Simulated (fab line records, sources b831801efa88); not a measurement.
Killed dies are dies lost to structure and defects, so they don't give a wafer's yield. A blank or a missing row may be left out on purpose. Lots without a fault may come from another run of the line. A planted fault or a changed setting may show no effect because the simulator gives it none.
fab line records | flow sky130
record lots=7 wafers=20 last_day=50
route steps=708 shown METAL3@570 VIA3@573 PAD_OPEN@708
lots that met no fault: from a run of the same line without faults
start_h: hours from the record's first day to the start of the lot's first wafer shown | wait_h: hours since the lot's step before | " the same as in the row above | L1.1+2: a row that stands for several wafers | - no value, or no start given | * or withheld: withheld | < > ~ a bound
route shown NAME@n: a module of which the file shows steps, and the number in the route of the first | usual: mean/standard deviation of fault-free wafers | same: alike in all rows | chamber/n: place in a boat | sites: the reading at each site | _std_site: their standard deviation | _edge_site: outer sites' mean less inner sites' | radius_mm: how far each site lies from the wafer's centre | mask NAME#n: copy n | behind: the tool/chamber that last shaped the wafer | hold: why the lot was held/for how many hours/how that ended | device: the transistor (n, p or np) that didn't switch | end of line: the same wafers' tests at the end of the route | a step without rows: its recipe alone | killed: dies lost to structure and defects at the first sort, not the wafer's yield | map: a wafer's dies, x killed, . not, _ none there
set.NAME: the setting as run; set.NAME@STEP: as run at that earlier step | model.NAME: the simulator's own value behind a step, which no gauge read
lots at some steps of the route; a table a step, a row a wafer
services: from which hour (start_h, from the record's first day; less than 0 if before it) a tool's chamber was out of use, for how many hours, and why
## steps
# step SKY_METAL3_STRIP_20
# recipe chemistry=post_etch_residue_remover time_s=1200 temp_c=72.5
# step SKY_METAL3_CLEAN_21
# recipe chemistry=IPA time_s=180 temp_c=25
# step SKY_METAL3_CLEAN_22
# recipe chemistry=O3/DIW dry=n2_spin
# step SKY_VIA3_HDPCVD_00
# recipe material=SiO2 target_thk_nm=1635 sigma_open_frac=0.3 time_s=272.5 temp_c=400 sih4_flow_sccm=60 pressure_mtorr=6
# step SKY_VIA3_THK_MEAS_01
# recipe reads=SiO2_of_VIA3_HDPCVD_00
# usual VIA3_HDPCVD_THK=1640/16
# columns lot.wafer tool chamber start_h wait_h VIA3_HDPCVD_THK[nm]
L123.1 film_metro-03 - 933.69 0.1 1613
L123.4 " - " " 1608
L123.6 " - " " 1641
L126.2 film_metro-02 - 961.76 0.1 1625
L126.3 " - " " 1634
L126.6 " - " " 1655
L130.2 film_metro-03 - 978.39 0.2 1628
L130.3 " - " " 1636
L130.6 " - " " 1643
L129.1 film_metro-02 - 978.62 0.1 1637
L129.2 " - " " 1656
L129.6 " - " " 1668
L131.1 film_metro-01 - 988.89 0.1 1656
L131.5 " - " " 1653
L140.2 film_metro-01 - 1046.22 0.1 1642
L140.4 " - " " 1642
L140.5 " - " " 1659
L143.1 film_metro-03 - 1063.08 0.1 1649
L143.5 " - " " 1641
L143.6 " - " " 1623
# step SKY_VIA3_CMP_02
# recipe material=SiO2 down_force_psi=4 platen_rpm=60 pad_velocity_m_s=0.94248
# usual edge_zone_pressure_frac=1.000/0.005 motor_current_A=11.4/1.1
# columns lot.wafer tool chamber start_h wait_h edge_zone_pressure_frac motor_current_A
L123.4 cmp-01 2 933.80 0.1 1.007 10.1
L123.1 " 3 " " 1.004 11.0
L123.6 " 1 " " 1.007 11.5
L126.2 cmp-02 3 961.86 0.1 0.996 10.9
L126.3 " 1 " " 0.998 12.4
L126.6 " 3 " " 1.000 10.9
L130.2 cmp-01 0 978.54 0.1 1.002 12.8
L130.3 " 1 " " 0.995 12.0
L130.6 " 3 " " 1.001 11.8
L129.2 cmp-02 2 978.68 0.0 1.002 10.1
L129.1 " 1 " " 0.996 12.2
L129.6 " 2 " " 0.994 10.0
L131.1 cmp-01 2 989.10 0.2 1.005 9.7
L131.5 " 0 " " 0.996 12.3
L140.2 cmp-01 1 1046.27 0.0 1.001 11.1
L140.4 " 3 " " 0.997 11.3
L140.5 " 1 " " 1.005 12.0
L143.1 cmp-01 2 1063.35 0.3 0.999 9.7
L143.5 " 1 " " 1.002 12.1
L143.6 " 2 " " 0.994 10.9
# step SKY_VIA3_BOW_MEAS_03
# recipe mode=bow
# usual VIA3_BOW=79/8.4
# columns lot.wafer tool chamber start_h wait_h VIA3_BOW[um]
L123.1 film_metro-02 - 934.05 0.1 91
L123.4 " - " " 87
L123.6 " - " " 84
L126.2 film_metro-03 - 962.13 0.2 79
L126.3 " - " " 80
L126.6 " - " " 81
L130.2 film_metro-01 - 978.76 0.2 76
L130.3 " - " " 90
L130.6 " - " " 76
L129.1 film_metro-03 - 978.98 0.1 73
L129.2 " - " " 68
L129.6 " - " " 85
L131.1 film_metro-01 - 989.25 0.1 83
L131.5 " - " " 94
L140.2 film_metro-03 - 1046.59 0.3 74
L140.4 " - " " 80
L140.5 " - " " 88
L143.1 film_metro-03 - 1063.60 0.2 77
L143.5 " - " " 77
L143.6 " - " " 88
# step SKY_VIA3_DEHYDRATE_04
# recipe temp_c=200 time_s=60
# step SKY_VIA3_HMDS_05
# recipe prime_time_s=60 prime_temp_c=120
# step SKY_VIA3_COAT_06
# recipe resist=BARC temp_c=withheld time_s=withheld spin_rpm=3000 resist_thk_nm=60
# step SKY_VIA3_COAT_07
# recipe resist=KrF-thick spin_rpm=3000 resist_thk_nm=450
# step SKY_VIA3_SOFTBAKE_08
# recipe temp_c=100 time_s=90 resist=KrF-thick
# step SKY_VIA3_EXPOSE_09
# recipe mask_id=VIM3 na=0.8 source_shape=annular sigma_inner=0.55 sigma_outer=0.85 target_cd_nm=200 dose_mj=38
# usual reticle_temp_C=23.00/0.11
# columns lot.wafer tool chamber start_h wait_h mask reticle_temp_C
L123.1 krf_scanner-01 0 946.62 - VIM3#0 23.01
L123.4 " 0 " " VIM3#0 23.14
L123.6 " 0 " " VIM3#0 22.88
L126.2 krf_scanner-02 0 974.48 - VIM3#0 22.88
L126.3 " 0 " " VIM3#0 22.83
L126.6 " 0 " " VIM3#0 23.03
L130.2 krf_scanner-02 0 990.84 - VIM3#0 23.09
L130.3 " 0 " " VIM3#0 23.00
L130.6 " 0 " " VIM3#0 23.02
L129.1 krf_scanner-02 0 990.93 - VIM3#0 23.03
L129.2 " 0 " " VIM3#0 22.96
L129.6 " 0 " " VIM3#0 23.04
L131.1 krf_scanner-02 0 1001.61 - VIM3#0 23.10
L131.5 " 0 " " VIM3#0 23.04
L140.2 krf_scanner-01 0 1058.06 - VIM3#0 23.17
L140.4 " 0 " " VIM3#0 23.17
L140.5 " 0 " " VIM3#0 23.15
L143.1 krf_scanner-02 0 1074.57 - VIM3#0 22.98
L143.5 " 0 " " VIM3#0 22.75
L143.6 " 0 " " VIM3#0 22.85
# step SKY_VIA3_PEB_10
# recipe peb_temp_c=withheld peb_time_s=withheld resist=KrF-thick
# step SKY_VIA3_DEVELOP_11
# recipe develop_time_s=60 resist=KrF-thick dev_temp_c=21
# step SKY_VIA3_CD_MEAS_12
# recipe target_cd_nm=200
# usual cd_nm=199.9/1.2
# columns lot.wafer tool chamber start_h wait_h cd_nm
L123.1 cd_sem-02 - 958.53 - 198.4
L123.4 " - " " 198.5
L123.6 " - " " 197.5
L126.2 cd_sem-01 - 985.83 - 199.2
L126.3 " - " " 199.6
L126.6 " - " " 200.2
L130.2 cd_sem-01 - 1002.74 - 159.7
L130.3 " - " " 199.9
L130.6 " - " " 200.4
L129.1 cd_sem-01 - 1003.21 - 159.2
L129.2 " - " " 158.8
L129.6 " - " " 198.8
L131.1 cd_sem-02 - 1012.81 - 159.6
L131.5 " - " " 200.2
L140.2 cd_sem-01 - 1068.83 - 199.8
L140.4 " - " " 200.2
L140.5 " - " " 200.6
L143.1 cd_sem-02 - 1084.82 - 200.6
L143.5 " - " " 201.8
L143.6 " - " " 200.8
# step SKY_VIA3_OVL_MEAS_13
# usual VIA3_OVL=2/6.2
# columns lot.wafer tool chamber start_h wait_h VIA3_OVL[nm]
L123.1 overlay-01 - 958.65 0.1 -4
L123.4 " - " " 0
L123.6 " - " " 0
L126.2 overlay-01 - 985.93 0.1 -2
L126.3 " - " " 0
L126.6 " - " " -3
L130.2 overlay-02 - 1002.85 0.1 8
L130.3 " - " " -2
L130.6 " - " " 7
L129.1 overlay-02 - 1003.33 0.1 13
L129.2 " - " " 14
L129.6 " - " " 17
L131.1 overlay-02 - 1012.93 0.1 8
L131.5 " - " " 6
L140.2 overlay-02 - 1068.94 0.1 -4
L140.4 " - " " -1
L140.5 " - " " -8
L143.1 overlay-01 - 1084.94 0.1 5
L143.5 " - " " 1
L143.6 " - " " -6
# step SKY_VIA3_ETCH_14
# recipe chemistry=N2/H2 target=BARC ion_energy_ev=200 source_w=500 bias_w=100 pressure_mtorr=30 n2_flow_sccm=100 h2_flow_sccm=200 stop_on=SiO2 time_s=45.9 target_depth_a=600
# usual drypump_motor_current_A=5.8/0.43 n2_flow_sccm=99.98/0.28 oes_product_au=0.854/0.0041 throttle_valve_pct=13.226/0.009
# columns lot.wafer tool chamber start_h wait_h drypump_motor_current_A n2_flow_sccm oes_product_au rf_hours_counter_h throttle_valve_pct model.VIA3.cd_nm
L123.1 rie_diel-03 0 958.68 0.0 6.2 100.17 0.855 18 13.227 199.9
L123.4 " 3 " " 5.2 99.64 0.854 15 13.229 198.7
L123.6 " 1 " " 6.6 100.26 0.852 - 13.218 197.4
L126.2 rie_diel-03 3 985.96 0.0 5.2 99.82 0.852 16 13.230 199.6
L126.3 " 1 " " 6.6 99.97 0.856 19 13.219 199
L126.6 " 3 " " 5.2 99.92 0.858 - 13.211 200.1
L130.2 rie_diel-04 1 1002.88 0.0 5.9 99.93 0.856 10 13.225 159.9
L130.3 " 3 " " 5.3 99.44 0.853 22 13.214 199.9
L130.6 " 2 " " 5.7 100.07 0.850 - 13.235 200.6
L129.1 rie_diel-01 1 1003.37 0.0 5.8 99.31 0.850 6 13.217 160.1
L129.2 " 2 " " 5.5 99.79 0.855 14 13.233 158.9
L129.6 " 1 " " 5.8 99.64 0.852 - 13.213 199.8
L131.1 rie_diel-04 3 1012.97 0.0 5.3 100.30 0.849 22 13.237 159.2
L131.5 " 3 " " 5.3 99.66 0.849 - 13.231 200.2
L140.2 rie_diel-03 2 1068.97 0.0 6.3 99.60 0.860 8 13.215 199.4
L140.4 " 0 " " 6.2 100.19 0.849 22 13.204 200.8
L140.5 " 1 " " 6.6 99.90 0.854 - 13.244 199
L143.1 rie_diel-01 1 1084.98 0.0 5.7 99.85 0.850 9 13.233 201.3
L143.5 " 3 " " 5.5 99.81 0.848 - 13.239 202.1
L143.6 " 2 " " 5.5 100.64 0.853 - 13.218 201
# step SKY_VIA3_ETCH_15
# recipe target=SiO2 chemistry=C4F8/O2/Ar target_depth_nm=507 stop_on=TiN mask_material=KrF-thick source_w=1500 bias_w=1200 pressure_mtorr=40 c4f8_flow_sccm=withheld O2_flow_sccm=6 Ar_flow_sccm=300 time_s=78
# usual oes_product_au=0.946/0.0048
# columns lot.wafer tool chamber start_h wait_h oes_product_au model.VIA3.cd_nm
L123.1 rie_diel-03 0 958.72 0.0 0.949 200.4
L123.4 " 3 " " 0.958 201.8
L123.6 " 1 " " 0.951 198.6
L126.2 rie_diel-03 3 986.00 0.0 0.951 199.7
L126.3 " 1 " " 0.948 194.8
L126.6 " 3 " " 0.941 199.4
L130.2 rie_diel-04 1 1002.92 0.0 0.949 159.2
L130.3 " 3 " " 0.943 203.8
L130.6 " 2 " " 0.946 202.1
L129.1 rie_diel-01 1 1003.41 0.0 0.943 158
L129.2 " 2 " " 0.945 156.7
L129.6 " 1 " " 0.954 196.2
L131.1 rie_diel-04 3 1013.01 0.0 0.933 160
L131.5 " 3 " " 0.942 201
L140.2 rie_diel-03 2 1069.01 0.0 0.951 200.5
L140.4 " 0 " " 0.936 196
L140.5 " 1 " " 0.942 196.3
L143.1 rie_diel-01 1 1085.02 0.0 0.941 199.6
L143.5 " 3 " " 0.947 198.7
L143.6 " 2 " " 0.946 199.4
# step SKY_VIA3_STRIP_16
# recipe chemistry=O2/N2 power_w=1400 pressure_mtorr=1500 platen_temp_c=withheld o2_flow_sccm=3000 n2_flow_sccm=300 overash_fraction=0.5
# usual drypump_motor_current_A=5.4/0.38 n2_flow_sccm=299.9/0.8 o2_flow_sccm=2999/9.4 oes_product_au=0.402/0.0047 strip_time_to_endpoint_s=4.13/0.031
# columns lot.wafer tool chamber start_h wait_h drypump_motor_current_A n2_flow_sccm o2_flow_sccm oes_product_au rf_hours_counter_h strip_time_to_endpoint_s
L123.1 plasma_asher-01 1 958.78 0.0 5.0 300.1 2984 0.402 52 4.17
L123.4 " 1 " " 5.0 300.1 2995 0.412 - 4.15
L123.6 " 0 " " 6.1 299.7 3003 0.404 - 4.14
L126.2 plasma_asher-01 0 986.06 0.0 6.1 300.2 3006 0.400 54 4.14
L126.3 " 1 " " 5.0 300.0 3004 0.397 - 4.12
L126.6 " 1 " " 5.0 299.9 2994 0.403 - 4.14
L130.2 plasma_asher-02 1 1002.98 0.0 5.7 300.2 2998 0.407 21 4.10
L130.3 " 0 " " 5.0 299.4 3002 0.406 - 4.10
L130.6 " 1 " " 5.7 300.7 2995 0.401 - 4.05
L129.1 plasma_asher-03 0 1003.47 0.0 5.3 301.8 3010 0.392 89 4.09
L129.2 " 1 " " 5.3 298.4 3020 0.404 89 4.17
L129.6 " 0 " " 5.3 299.8 2998 0.398 - 4.10
L131.1 plasma_asher-01 0 1013.07 0.0 6.1 300.5 3005 0.395 57 4.12
L131.5 " 1 " " 5.0 300.1 2997 0.400 - 4.12
L140.2 plasma_asher-02 1 1069.07 0.0 5.7 299.9 3020 0.394 27 4.18
L140.4 " 0 " " 5.0 299.2 2991 0.401 - 4.18
L140.5 " 0 " " 5.1 298.8 2999 0.404 - 4.17
L143.1 plasma_asher-01 1 1085.08 0.0 5.0 300.6 3015 0.398 64 4.10
L143.5 " 0 " " 6.1 299.3 3001 0.403 - 4.12
L143.6 " 1 " " 5.0 300.5 3002 0.405 - 4.17
# step SKY_PAD_OPEN_PROBE_99
# usual defect_limited_yield=82.6/1.8 killed_at_M0_to_M3=43/6.6 killed_at_M4_up=2.9/1.6 killed_at_contacts=24/4.9 killed_at_front_end=15/4.5 killed_at_other=0.2/0.45 killed_dies=86/8.8 killed_on_rim=16/4.2 killed_open=48/6.4 killed_short=38/5.6 sort_bin_3_pad_short=0.8/0.38 sort_bin_5_function=10.2/1.4 sort_bin_6_memory=6.4/1.1 sort_n_pass=406/8.8 sort_yield_pct=82.6/1.8
# same gross_dies=492 killed_at_back_side=0 sort_bin_4_leakage[%]=0 sort_bin_8_speed[%]=0
# columns lot.wafer tool chamber start_h wait_h defect_limited_yield[%] killed_at_M0_to_M3 killed_at_M4_up killed_at_contacts killed_at_front_end killed_at_other killed_dies killed_on_rim killed_open killed_short sort_bin_3_pad_short[%] sort_bin_5_function[%] sort_bin_6_memory[%] sort_n_pass sort_yield_pct[%]
L123.1 prober-02 - 1102.94 0.1 86.0 38 4 12 15 0 69 11 36 33 0.8 6.3 6.9 423 86.0
L123.4 prober-02 - 1103.09 0.2 83.9 39 4 18 17 1 79 15 41 38 0.4 9.6 6.1 413 83.9
L123.6 prober-02 - 1103.19 0.2 86.2 26 4 26 12 0 68 16 43 25 0.8 8.5 4.5 424 86.2
L126.2 prober-02 - 1124.98 0.1 85.4 38 0 21 13 0 72 16 41 31 0.8 9.6 4.3 420 85.4
L126.3 prober-02 - 1125.03 0.2 81.9 39 6 29 15 0 89 21 51 38 0.6 9.6 7.9 403 81.9
L126.6 prober-02 - 1125.18 0.2 84.6 37 0 22 17 0 76 16 46 30 0.6 8.9 5.9 416 84.6
L130.2 prober-02 - 1140.08 0.1 17.9 366 6 15 17 0 404 55 45 39 0.8 74.4 6.9 88 17.9
L130.3 prober-02 - 1140.13 0.2 82.1 51 6 23 7 1 88 12 45 43 0.8 9.6 7.5 404 82.1
L130.6 prober-02 - 1140.28 0.2 83.3 38 2 29 13 0 82 14 46 36 1.0 10.2 5.5 410 83.3
L129.1 prober-01 - 1141.29 0.1 19.3 351 2 23 21 0 397 48 50 39 0.6 72.8 7.3 95 19.3
L129.2 prober-01 - 1141.34 0.1 20.5 349 3 21 18 0 391 40 52 40 0.8 72.6 6.1 101 20.5
L129.6 prober-01 - 1141.54 0.2 85.6 37 0 20 13 1 71 19 39 32 0.6 9.8 4.1 421 85.6
L131.1 prober-02 - 1149.58 0.1 16.3 365 2 28 17 0 412 54 40 44 1.0 77.8 4.9 80 16.3
L131.5 prober-02 - 1149.78 0.2 83.9 35 5 27 12 0 79 17 42 37 0.4 8.1 7.5 413 83.9
L140.2 prober-02 - 1190.42 0.1 83.7 59 1 14 6 0 80 14 47 33 1.0 8.1 7.1 412 83.7
L140.4 prober-02 - 1190.52 0.2 83.5 38 3 29 10 1 81 13 53 28 0.6 11.2 4.7 411 83.5
L140.5 prober-02 - 1190.57 0.2 81.9 43 4 25 17 0 89 14 47 42 0.2 11.8 6.1 403 81.9
L143.1 prober-01 - 1204.80 0.1 83.1 30 3 25 24 1 83 10 48 35 0.4 10.8 5.7 409 83.1
L143.5 prober-01 - 1205.00 0.2 82.3 42 4 28 13 0 87 16 50 37 0.8 8.9 7.9 405 82.3
L143.6 prober-01 - 1205.05 0.2 80.7 40 4 33 18 0 95 21 47 48 1.6 10.8 6.9 397 80.7
# killed by level:class
L123.1 VIA1:geometric_particle:open=8 FIELD_ISO:geometric_particle:open=5 CONTACT:geometric_particle:open=5 CONTACT:geometric_particle:short=4 METAL1:geometric_particle:short=4 METAL2:geometric_particle:short=4 VIA2:geometric_particle:short=4 METAL3:geometric_particle:short=4
L123.4 VIA2:geometric_particle:open=11 VIA1:geometric_particle:open=9 POLY_GATE:geometric_particle:short=6 CONTACT:geometric_particle:open=6 LOCAL_INTERCONNECT:geometric_particle:short=4 VIA3:geometric_particle:open=4 FIELD_ISO:geometric_particle:short=3 SPACER:geometric_particle:short=3
L123.6 LI_CONTACT:geometric_particle:open=10 CONTACT:geometric_particle:open=10 VIA3:geometric_particle:open=7 POLY_GATE:geometric_particle:open=5 VIA1:geometric_particle:open=5 VIA3:geometric_particle:short=3 LOCAL_INTERCONNECT:geometric_particle:short=3 CONTACT:geometric_particle:short=3
L126.2 VIA3:geometric_particle:open=11 CONTACT:geometric_particle:open=7 METAL2:geometric_particle:short=5 CONTACT:geometric_particle:short=4 VIA1:geometric_particle:open=4 METAL1:geometric_particle:short=4 VIA2:geometric_particle:open=4 FIELD_ISO:geometric_particle:short=3
L126.3 CONTACT:geometric_particle:open=18 VIA2:geometric_particle:open=9 VIA3:geometric_particle:open=8 POLY_GATE:geometric_particle:short=6 METAL4:geometric_particle:short=5 FIELD_ISO:geometric_particle:short=4 METAL1:geometric_particle:short=4 LI_CONTACT:geometric_particle:open=3
L126.6 VIA2:geometric_particle:open=8 LI_CONTACT:geometric_particle:open=7 CONTACT:geometric_particle:open=6 POLY_GATE:geometric_particle:open=5 VIA3:geometric_particle:open=5 SPACER:geometric_particle:short=4 METAL2:geometric_particle:short=4 FIELD_ISO:geometric_particle:open=3
L130.2 VIA3:area_expose=320 VIA1:geometric_particle:open=11 VIA2:geometric_particle:open=8 FIELD_ISO:geometric_particle:short=6 LI_CONTACT:geometric_particle:open=6 VIA3:geometric_particle:short=6 VIA3:geometric_particle:open=6 METAL2:geometric_particle:short=5
L130.3 VIA1:geometric_particle:open=13 VIA3:geometric_particle:open=9 CONTACT:geometric_particle:open=8 LI_CONTACT:geometric_particle:open=6 CONTACT:geometric_particle:short=6 METAL1:geometric_particle:short=5 METAL2:geometric_particle:short=5 VIA1:geometric_particle:short=4
L130.6 LI_CONTACT:geometric_particle:open=10 CONTACT:geometric_particle:open=10 FIELD_ISO:geometric_particle:short=7 VIA1:geometric_particle:open=7 VIA3:geometric_particle:open=7 METAL1:geometric_particle:short=5 VIA1:geometric_particle:short=5 LI_CONTACT:geometric_particle:short=4
L129.1 VIA3:area_expose=308 VIA1:geometric_particle:open=11 VIA3:geometric_particle:open=9 LI_CONTACT:geometric_particle:open=8 CONTACT:geometric_particle:open=8 METAL1:geometric_particle:short=7 FIELD_ISO:geometric_particle:open=5 FIELD_ISO:geometric_particle:short=5
L129.2 VIA3:area_expose=299 VIA1:geometric_particle:open=14 CONTACT:geometric_particle:open=8 VIA3:geometric_particle:open=7 POLY_GATE:geometric_particle:open=7 CONTACT:geometric_particle:short=7 METAL1:geometric_particle:short=6 FIELD_ISO:geometric_particle:short=6
L129.6 VIA1:geometric_particle:open=15 CONTACT:geometric_particle:open=6 LI_CONTACT:geometric_particle:open=5 CONTACT:geometric_particle:short=5 VIA1:geometric_particle:short=5 VIA3:geometric_particle:open=5 POLY_GATE:geometric_particle:short=3 SPACER:geometric_particle:short=3
L131.1 VIA3:area_expose=328 CONTACT:geometric_particle:open=9 LI_CONTACT:geometric_particle:open=6 LOCAL_INTERCONNECT:geometric_particle:short=6 CONTACT:geometric_particle:short=6 VIA1:geometric_particle:open=6 VIA1:geometric_particle:short=5 METAL3:geometric_particle:short=5
L131.5 LI_CONTACT:geometric_particle:open=9 VIA3:geometric_particle:open=8 CONTACT:geometric_particle:open=7 METAL2:geometric_particle:short=7 METAL4:geometric_particle:short=5 VIA2:geometric_particle:open=5 FIELD_ISO:geometric_particle:short=4 CONTACT:geometric_particle:short=4
L140.2 VIA1:geometric_particle:open=14 METAL1:geometric_particle:short=12 CONTACT:geometric_particle:open=9 VIA2:geometric_particle:open=9 METAL2:geometric_particle:short=5 METAL1:geometric_particle:open=5 VIA3:geometric_particle:open=4 VIA1:geometric_particle:short=4
L140.4 LI_CONTACT:geometric_particle:open=12 VIA1:geometric_particle:open=11 CONTACT:geometric_particle:open=9 METAL1:geometric_particle:short=5 VIA2:geometric_particle:open=5 VIA3:geometric_particle:open=4 METAL1:geometric_particle:open=4 LI_CONTACT:geometric_particle:short=4
L140.5 VIA1:geometric_particle:open=10 VIA1:geometric_particle:short=9 CONTACT:geometric_particle:open=8 FIELD_ISO:geometric_particle:open=7 LOCAL_INTERCONNECT:geometric_particle:short=6 VIA3:geometric_particle:open=5 POLY_GATE:geometric_particle:short=4 LI_CONTACT:geometric_particle:open=4
L143.1 POLY_GATE:geometric_particle:short=9 LI_CONTACT:geometric_particle:open=9 CONTACT:geometric_particle:open=8 VIA2:geometric_particle:open=7 VIA1:geometric_particle:open=6 VIA3:geometric_particle:open=6 POLY_GATE:geometric_particle:open=5 FIELD_ISO:geometric_particle:short=4
L143.5 LI_CONTACT:geometric_particle:open=12 CONTACT:geometric_particle:open=9 METAL1:geometric_particle:short=7 VIA3:geometric_particle:open=7 METAL2:geometric_particle:short=7 POLY_GATE:geometric_particle:open=6 SPACER:geometric_particle:open=4 CONTACT:geometric_particle:short=4
L143.6 CONTACT:geometric_particle:open=10 VIA2:geometric_particle:open=9 CONTACT:geometric_particle:short=8 LI_CONTACT:geometric_particle:open=7 METAL2:geometric_particle:short=7 POLY_GATE:geometric_particle:short=5 VIA3:geometric_particle:open=5 FIELD_ISO:geometric_particle:open=4
# map L129.1 (x killed, . not)
__________xx..x..xx._________
________x.x.xxxxx..x.._______
______.xx.xx.x.xxxxxxx.._____
_____.xxxxxxxxxxxxxx.....____
____.xxxxxxxxx.xxxxxxxx..x___
___.xxxxxxxxxxxxxxxxxxxxxx.__
__xxxxxxxxxxxxxxxxxxxxx.xxx._
_xxx.xxxxxxxxxxxxxxxxxxxx.xxx
_.xxxxxxxxxxxxx.xxxxxxxxxxxxx
_.x.x.xxxxxxxxxxxxxxxxxx.xx..
_x.xxxxxxxxxxxxxxxxxxxxxxxxxx
_x.x.xxxxxxxxxxxxxxxxxxxxxxx.
_x.xxxxxxxxxx.xxxxxxxxxxxxxxx
_.xxxxxxxxxxxxxxxxxxxxxxxx...
_.x...xxxxxxxxxxxxxxxxxxxx...
__.x.x.xxxxxxxxxxxxxxxxxx..x_
___.xxxxxxxxxxx.xxxx.xxxxx.__
____xxxxxxxxxxxx.xxx.xxx.x___
_____..xx.xxxxxxxxxxxx.x.____
______...xxxx...xxxx.xxx_____
________x.xxx...xx..x._______
__________..xx.x..x._________
# map L130.2 (x killed, . not)
__________.x..xxxxxx_________
________.....xxxxxxx.._______
______..x.xxxxxxxxxxxxxx_____
_____.xxxxxxxxxxx.xxxxx.x____
____x.xxxxxxxxxxxxx.xxxxx.___
___.....xxxxxxxxxxxxxxxxxxx__
__xx..xxxxxxxxxxxxxxxxx..xxx_
_.xxxxxxx.xxxxxxxxxxxxxxxx.x.
_..xx.xxxxxxxxxxxxxxxxxxxxxx.
_.x.xxxxxxxxxxxxxxxxxxxxxxxxx
_xxxxxxxxxxxxxxxxxxxxxxxx..x.
_xxxxxxxxxxxxxxxxxxxxxxxx.xxx
_x.xxxxxxxxxxxxxxxxxxxx.xxxxx
_xx..xxxxxxxxxxxxxxxxxxxxxx..
_x.x.xxxxx.xxxxxxxxxxxxxxxx.x
__...x.xxxxxxxxxxxxxxxxx.xx._
___xxxx.xxxxxxxxxxxx.xxxx.x__
____x.xxxxxxxxxxx.xxxx.xxx___
_____xx.x..xx.xx.xxxxx.xx____
______.xxxxxxxx.xx.xxx.._____
________.xx.xx.x...x.._______
__________.xx.x..xx._________
## services
# columns tool chamber start_h hours kind
rie_diel-01 - 919.86 0.4 repair
krf_scanner-02 - 923.39 1.0 pm
rie_diel-03 1 930.80 9.1 repair
plasma_asher-01 - 940.01 4.2 repair
rie_diel-03 - 942.21 0.3 repair
rie_diel-03 - 945.25 1.2 repair
krf_scanner-02 - 949.08 2.5 repair
krf_scanner-02 - 951.55 4.0 pm
rie_diel-03 2 953.20 3.7 repair
krf_scanner-02 - 955.63 3.6 pm
rie_diel-03 2 964.85 22.9 repair
rie_diel-03 0 973.20 2.9 repair
rie_diel-03 1 974.58 2.7 repair
cmp-01 - 990.86 14.6 pm
cmp-01 - 1006.59 10.6 repair
krf_scanner-02 - 1047.22 0.8 pm
rie_diel-01 0 1047.91 4.1 repair
plasma_asher-01 - 1050.13 1.3 repair
cmp-01 - 1058.55 3.5 repair
rie_diel-03 1 1062.70 1.7 repair
rie_diel-01 - 1073.58 1.1 repair
krf_scanner-02 - 1079.82 1.3 pm
cmp-01 - 1082.43 1.5 repair
cmp-01 - 1084.00 4.0 pm
## key
first_sign step=SKY_VIA3_CD_MEAS_12 reading=cd_nm direction=down sigmas=33 usual=199.9 struck=159.3
effect step=SKY_PAD_OPEN_PROBE_99 reading=killed_at_M0_to_M3 direction=up sigmas=48 usual=43 struck=358
model_effect step=SKY_VIA3_ETCH_14 value=VIA3.cd_nm without=199.4 struck=159.5
model_effect step=SKY_VIA3_ETCH_15 value=VIA3.cd_nm without=198.4 struck=158.5
more_kills_born_at SKY_VIA3_EXPOSE_09@krf_scanner-02=1255
met_at SKY_VIA3_EXPOSE_09
struck_wafers L129.1,L129.2,L130.2,L131.1
later_rows_left_out L129.1,L129.2,L130.2,L131.1
fault kind=process_parameter_drift tool=krf_scanner-02 chamber=- onset_h=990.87 steps=SKY_VIA3_EXPOSE_09 channel=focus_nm offset=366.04 shape=step end_h=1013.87 scope=struck_wafers_only
# later_rows_left_out: the simulator's readings of these wafers behind a module that went badly wrong aren't trusted and aren't shown, but for the sort
